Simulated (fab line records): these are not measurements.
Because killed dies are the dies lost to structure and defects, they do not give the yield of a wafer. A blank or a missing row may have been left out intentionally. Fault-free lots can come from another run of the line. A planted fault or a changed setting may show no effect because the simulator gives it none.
Split-lot trial    flow sky130    route with 708 steps; 5 lots, 23 wafers read

== THE SPLIT ==
At SKY_SD_N_EXPOSE_04 (exposes mask NSDM, target cd 380 nm), the setting dose_mj was moved away from the recipe's 141 on 8 of the 23 wafers read, by -7.0% to +5.6%. For the rest of the wafers, this setting stayed at what the recipe calls for.

== FROM THE SPLIT TO THE READING: what the file shows between them, 2 steps ==
- SKY_SD_N_PEB_05
- SKY_SD_N_DEVELOP_06: develop time 60 s

== THE READING ==
cd_nm (nm) at SKY_SD_N_CD_MEAS_07, where the cd target is 380 nm. A value of 378.1 nm with a standard deviation of 2.4 nm is what fault-free wafers of this fab line usually give.

wafer   tool, chamber at the split  dose_mj as run  against the recipe  cd_nm, nm  against lot-mates on the recipe
L074.1  iline_stepper-02, 0         141             recipe              378.7      -
L074.4  iline_stepper-02, 0         141             recipe              377.9      -
L074.6  iline_stepper-02, 0         141             recipe              374.8      -
L077.1  iline_stepper-01, 0         141             recipe              379.5      -
L077.2  iline_stepper-01, 0         141             recipe              379.5      -
L077.3  iline_stepper-01, 0         141             recipe              378.4      -
L077.4  iline_stepper-01, 0         141             recipe              377.9      -
L077.5  iline_stepper-01, 0         141             recipe              380.2      -
L081.1  iline_stepper-02, 0         131.1           -7.0%               355.2      -21.0
L081.2  iline_stepper-02, 0         131.1           -7.0%               354.7      -21.5
L081.4  iline_stepper-02, 0         131.1           -7.0%               355.4      -20.8
L081.5  iline_stepper-02, 0         141             recipe              378.1      -
L081.6  iline_stepper-02, 0         141             recipe              374.3      -
L082.1  iline_stepper-02, 0         141             recipe              376.4      -
L082.2  iline_stepper-02, 0         132.5           -6.0%               356.7      -18.6
L082.3  iline_stepper-02, 0         132.5           -6.0%               358.0      -17.3
L082.4  iline_stepper-02, 0         141             recipe              373.6      -
L082.6  iline_stepper-02, 0         141             recipe              375.9      -
L084.1  iline_stepper-01, 0         141             recipe              373.4      -
L084.3  iline_stepper-01, 0         148.9           +5.6%               388.1      +13.2
L084.4  iline_stepper-01, 0         148.9           +5.6%               389.4      +14.5
L084.5  iline_stepper-01, 0         148.9           +5.6%               391.5      +16.6
L084.6  iline_stepper-01, 0         141             recipe              376.3      -

THE FIT
A straight line over all 23 wafers: cd_nm changes by +2.85 nm for each +1% of dose_mj; r = +0.98; the points scatter about the line by 2.3 nm.
The same after taking each lot's own level away (the mean of its wafers on the recipe; 23 wafers): +2.87 nm for each +1%; r = +0.99; scatter 1.4 nm.
On that fit, the largest move of dose_mj shifts the reading by 20 nm.
The lots' own levels span 374.85 to 379.10 nm, that is 1.8 times the standard deviation above.
The two slopes agree, so the slope changes little with the lot-to-lot level.
Check: for one of the wafers moved furthest among these (-7.0%), held out of the fit, the line's prediction against its lot-mates is -20.4 nm. Against them it came out at -21 nm.

== THE OTHER SPLITS THESE WAFERS WENT THROUGH ==
These wafers also went through other splits before the reading. Each is held against what the fit with the lots' levels taken away leaves over:
other split on the same wafers       wafers away from the commonest value  r with cd_nm (lot level and that fit taken away)
SKY_LDD_P_COAT_02 resist_thk_nm      10                                    +0.03
SKY_LDD_P_DEVELOP_06 develop_time_s  8                                     +0.10
SKY_LDD_HVN_IMPLANT_08 dose_cm2      7                                     +0.23
SKY_LDD_HVP_COAT_02 spin_rpm         8                                     -0.08
SKY_LDD_LDN_COAT_02 resist_thk_nm    10                                    +0.18
SKY_LDD_LDN_IMPLANT_08 energy_kev    10                                    +0.12
SKY_SPACER_CVD_00 pressure_mtorr     18                                    -0.08
SKY_SD_P_COAT_02 spin_rpm            8                                     +0.13
SKY_SD_P_DEVELOP_06 develop_time_s   10                                    -0.31

== FILE'S OWN FIT ==
cd_nm changes by +2.9 nm for each +1% of dose_mj, r = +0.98.
